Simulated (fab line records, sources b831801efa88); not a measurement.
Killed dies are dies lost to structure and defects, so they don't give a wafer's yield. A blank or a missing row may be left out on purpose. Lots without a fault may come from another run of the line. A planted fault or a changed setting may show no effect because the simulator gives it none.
Which tool did it? | flow sky130 | 12 lots, 36 wafers sampled, at 4 steps of a route of 708

WHAT THE GAUGES READ, wafer by wafer
SKY_VIA1_THK_MEAS_01. Usual: VIA1_HDPCVD_THK 1024 nm, standard deviation 13.
lot  | measured     | on            | VIA1_HDPCVD_THK (nm) | flag
L486 | day 33 09:01 | film_metro-02 | 1029 1033 1020       |
L492 | day 35 07:28 | film_metro-02 | 1029 1016 1033       |
L494 | day 35 12:08 | film_metro-04 | 1020 1012 1016       |
L499 | day 37 03:40 | film_metro-04 | 1016 1013 1036       |
L502 | day 38 00:08 | film_metro-02 | 1004 995 1022        |
L503 | day 38 06:05 | film_metro-04 | 1022 998 1035        |
L504 | day 38 06:28 | film_metro-04 | 1032 1047 1046       |
L505 | day 38 15:26 | film_metro-02 | 1039 1026 1018       |
L506 | day 38 20:08 | film_metro-02 | 1029 1028 1015       |
L507 | day 38 23:32 | film_metro-01 | 1025 1043 1006       |
L508 | day 39 06:04 | film_metro-02 | 1043 1043 1031       |
L509 | day 39 16:42 | film_metro-04 | 1021 1013 1004       |

SKY_VIA2_OVL_MEAS_13. Usual: VIA2_OVL 0 nm, standard deviation 6.2.
lot  | measured     | on         | VIA2_OVL (nm) | flag
L486 | day 36 17:19 | overlay-02 | -10 -1 0      |
L492 | day 38 14:54 | overlay-02 | 4 -6 -4       |
L494 | day 38 20:41 | overlay-01 | 6 1 4         |
L499 | day 40 10:34 | overlay-01 | 0 6 0         |
L502 | day 41 06:45 | overlay-01 | 0 -3 2        |
L503 | day 41 10:39 | overlay-01 | 0 0 1         |
L504 | day 41 12:16 | overlay-01 | 4 0 3         |
L505 | day 41 21:31 | overlay-01 | 8 6 12        |
L506 | day 41 23:22 | overlay-02 | 3 6 0         |
L507 | day 42 04:15 | overlay-01 | 2 0 4         |
L508 | day 42 10:08 | overlay-01 | -2 -2 6       |
L509 | day 42 21:13 | overlay-02 | -3 -4 3       |

WHICH TOOL RAN EACH LOT (tool, then ch and the chambers of the sampled wafers, then the start)
lot  | SKY_METAL1_SPUTTER_04        | SKY_METAL2_ETCH_18
L486 | pvd_sputter-04, day 32 05:05 | rie_metal-02 ch 0, day 35 14:38
L492 | pvd_sputter-01, day 34 03:59 | rie_metal-01 ch 0,1, day 37 12:20
L494 | pvd_sputter-01, day 34 09:02 | rie_metal-01 ch 0,1, day 37 18:28
L499 | pvd_sputter-04, day 36 00:52 | rie_metal-03 ch 0,1, day 39 08:02
L502 | pvd_sputter-01, day 36 20:52 | rie_metal-02 ch 0,1, day 40 04:37
L503 | pvd_sputter-02, day 37 02:45 | rie_metal-03 ch 0,1, day 40 08:59
L504 | pvd_sputter-04, day 37 03:03 | rie_metal-03 ch 0,1, day 40 09:57
L505 | pvd_sputter-04, day 37 13:09 | rie_metal-02 ch 0, day 40 19:58
L506 | pvd_sputter-02, day 37 18:04 | rie_metal-02 ch 0,1, day 40 22:29
L507 | pvd_sputter-01, day 37 21:37 | rie_metal-01 ch 0,1, day 41 03:05
L508 | pvd_sputter-01, day 38 03:49 | rie_metal-01 ch 0,1, day 41 09:01
L509 | pvd_sputter-01, day 38 15:16 | rie_metal-03 ch 0,1, day 41 19:56
- SKY_METAL1_SPUTTER_04: material TiN, target thk 70 nm, time 58.3 s.
- SKY_METAL2_ETCH_18: etches BARC in N2/H2, stops on SiO2, time 45.9 s, target depth 60 nm.

WHAT THE TOOLS THEMSELVES READ (means of the sampled wafers that have a number; where no wafer has one, the mark that the record gives instead)
SKY_METAL1_SPUTTER_04. Usual: chamber_pressure_pa 0.3999 Pa, standard deviation 0.00089; throttle_valve_pct 30.1 %, standard deviation 1.
lot  | tool           | chamber_pressure_pa (Pa) | throttle_valve_pct (%) | flag
L486 | pvd_sputter-04 | 0.4002                   | 31.4                   |
L492 | pvd_sputter-01 | 0.4006                   | 29.7                   |
L494 | pvd_sputter-01 | 0.4004                   | 29.2                   |
L499 | pvd_sputter-04 | 0.3999                   | 31.3                   |
L502 | pvd_sputter-01 | 0.3994                   | 29.7                   |
L503 | pvd_sputter-02 | 0.4000                   | 30.0                   |
L504 | pvd_sputter-04 | 0.4000                   | 31.0                   |
L505 | pvd_sputter-04 | 0.4003                   | 31.0                   |
L506 | pvd_sputter-02 | 0.3998                   | 30.2                   |
L507 | pvd_sputter-01 | 0.3991                   | 29.6                   |
L508 | pvd_sputter-01 | 0.4003                   | 29.6                   |
L509 | pvd_sputter-01 | 0.3998                   | 29.7                   |

SKY_METAL2_ETCH_18. Usual: bias_w 100.0 W, standard deviation 0.32; drypump_motor_current_A 5.8 A, standard deviation 0.5; h2_flow_sccm 200.1 sccm, standard deviation 0.62; oes_product_au 0.854 a.u., standard deviation 0.0049; throttle_valve_pct 13.224 %, standard deviation 0.0086.
lot  | tool         | bias_w (W) | drypump_motor_current_A (A) | h2_flow_sccm (sccm) | oes_product_au (a.u.) | throttle_valve_pct (%) | flag
L486 | rie_metal-02 | 100.2      | 6.7                         | 198.9               | 0.857                 | 13.227                 |
L492 | rie_metal-01 | 86.7       | 5.8                         | 199.9               | 0.854                 | 13.221                 | OFF
L494 | rie_metal-01 | 87.1       | 5.8                         | 200.1               | 0.857                 | 13.219                 | OFF
L499 | rie_metal-03 | 99.9       | 5.3                         | 199.9               | 0.853                 | 13.225                 |
L502 | rie_metal-02 | 100.1      | 6.4                         | 200.5               | 0.854                 | 13.225                 |
L503 | rie_metal-03 | 99.9       | 5.4                         | 200.2               | 0.854                 | 13.224                 |
L504 | rie_metal-03 | 100.0      | 5.4                         | 200.0               | 0.846                 | 13.227                 |
L505 | rie_metal-02 | 100.1      | 6.7                         | 199.4               | 0.860                 | 13.223                 |
L506 | rie_metal-02 | 99.8       | 6.4                         | 200.4               | 0.859                 | 13.224                 |
L507 | rie_metal-01 | 100.1      | 5.8                         | 200.1               | 0.854                 | 13.225                 |
L508 | rie_metal-01 | 100.1      | 5.8                         | 199.7               | 0.855                 | 13.230                 |
L509 | rie_metal-03 | 100.2      | 5.3                         | 199.6               | 0.856                 | 13.220                 |

THE ANSWER, worked out from the rows above alone
Rule: a lot is off if the mean of its wafers that have a number lies more than 3 standard deviations from the usual mean. A lot without any number at a reading at which 4 lots or more have one is off too. The other lots that the step has rows for count as sound. The gauges are gone through in route order, then the tools' own readings, and for those a lot's mean is taken as printed above. The first step at which some lot is off is used, and at that step the reading that is off furthest; a lot without a number counts as furthest.
Off: L492, L494, at SKY_METAL2_ETCH_18 (bias_w).
A tool fits if, at that step or a process step before it, it ran every lot that is off, and no sound lot after the first of them. None of those tried fits.

WHAT THE SIMULATOR HAD PUT IN
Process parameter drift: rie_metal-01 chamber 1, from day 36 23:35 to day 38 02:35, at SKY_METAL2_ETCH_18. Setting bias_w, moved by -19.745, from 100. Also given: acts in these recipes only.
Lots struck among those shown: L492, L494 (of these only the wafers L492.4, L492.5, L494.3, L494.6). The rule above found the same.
